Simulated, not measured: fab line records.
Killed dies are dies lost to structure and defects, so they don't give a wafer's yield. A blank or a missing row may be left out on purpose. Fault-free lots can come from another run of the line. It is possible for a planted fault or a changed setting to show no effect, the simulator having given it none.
A lot that was struck, set against a sound lot / flow sky130 / 16 steps out of a route of 708
Sound: these wafers, L181.2, L181.4, L181.5. Struck: wafers L176.1, L176.5, L176.6. The cause is named last.
For every step that has rows: the tool of each side, followed by ch and its chambers, followed by its first start. Under that, the readings that differ: sound wafers / struck wafers / difference of the means / sigmas: that difference in standard deviations of wafers without a fault.
alike: words and numbers the same on both sides, and readings whose means are apart by under 2 such deviations; not compared: readings that were withheld, readings missing a value for some wafer, numbers with overlapping values and no deviation given by the record, and bounds like >300 which may hide the same value.
A row with sigmas, a row that says differs or no value, or rows on one side alone: a step with any of these is where the two part. Numbers that don't overlap but have no deviation are shown without sigmas and don't part them. A reading that every wafer of one side lacks parts them only if that side has two wafers or more.

SKY_VIA1_CMP_02: polishes SiO2.
  sound on cmp-02 ch 0,1,3, day 39 02:24; struck on cmp-02 ch 0,1,3, day 37 22:25
  alike: motor-current-A
SKY_VIA1_BOW_MEAS_03:
  sound on film-metro-04 at day 39 02:37; struck on film-metro-02 at day 37 22:37
  alike: VIA1_BOW
then, 8 steps without rows for these wafers: SKY_VIA1_DEHYDRATE_04 (time 60 s); SKY_VIA1_HMDS_05 (prime time 60 s); SKY_VIA1_COAT_06 (resist thk 60 nm); SKY_VIA1_COAT_07 (resist thk 450 nm); SKY_VIA1_SOFTBAKE_08 (time 90 s); SKY_VIA1_EXPOSE_09 (exposes mask VIM, target cd 150 nm); SKY_VIA1_PEB_10; SKY_VIA1_DEVELOP_11 (develop time 60 s).
SKY_VIA1_CD_MEAS_12: the cd target is 150 nm.
  sound on cd-sem-02 at day 40 02:47; struck on cd-sem-02 at day 38 23:23
  alike: cd-nm
SKY_VIA1_OVL_MEAS_13:
  sound on overlay-01 at day 40 02:53; struck on overlay-02 at day 38 23:30
  alike: VIA1_OVL
SKY_VIA1_ETCH_14: etches BARC in N2/H2, stops on SiO2, time 45.9 s, target depth 60 nm.
  sound on rie-diel-04 ch 0,3, day 40 02:55; struck on rie-diel-02 ch 0,2,3, day 38 23:32
  no value came back on the struck wafers for any of 5 readings (bias-w (W), chamber-pressure-mTorr (mTorr) and others); on the sound wafers bias-w (W) reads 100.34 99.99 100.19
reading=model.KrF-thick_of_VIA1_COAT_07.thk-nm (nm); sound=389.7 390.6 390.6; struck=433 433.3 435.9; difference=+44; sigmas=
  not compared: rf-hours-counter-h
SKY_VIA1_ETCH_15: etches SiO2 in C4F8/O2/Ar, stops on TiN, target depth 351 nm, time 54 s.
  sound on rie-diel-04 ch 0,3, day 40 02:58; struck on rie-diel-02 ch 0,2,3, day 38 23:35
reading=oes-product-au (a.u.); sound=0.988 0.983 0.975; struck=0.382 0.378 0.379; difference=-0.602; sigmas=-99 or more
reading=model.KrF-thick_of_VIA1_COAT_07.thk-nm (nm); sound=319.2 321.1 320.9; struck=362.8 363.1 365.6; difference=+43.4; sigmas=
  alike: bias-w, chamber-pressure-mTorr
  not compared: rf-hours-counter-h
SKY_VIA1_STRIP_16: strips in O2/N2.
  sound on plasma-asher-02 ch 0,1, day 40 03:01; struck on plasma-asher-04 ch 0,1, day 38 23:38
reading=oes-product-au (a.u.); sound=0.408 0.419 0.424; struck=0.429 0.435 0.434; difference=+0.016; sigmas=+3
reading=strip-time-to-endpoint-s (s); sound=4.430 4.444 4.457; struck=4.861 4.880 4.892; difference=+0.434; sigmas=+17
  alike: drypump-motor-current-A, o2-flow-sccm
  not compared: rf-hours-counter-h
then, 1 step without rows for these wafers: SKY_VIA1_STRIP_17 (strips in post etch residue remover, time 1200 s).

## WHERE THEY PART
Earliest at SKY_VIA1_ETCH_14; latest, in this record, at SKY_VIA1_STRIP_16.

WHY: whatever the simulator had introduced
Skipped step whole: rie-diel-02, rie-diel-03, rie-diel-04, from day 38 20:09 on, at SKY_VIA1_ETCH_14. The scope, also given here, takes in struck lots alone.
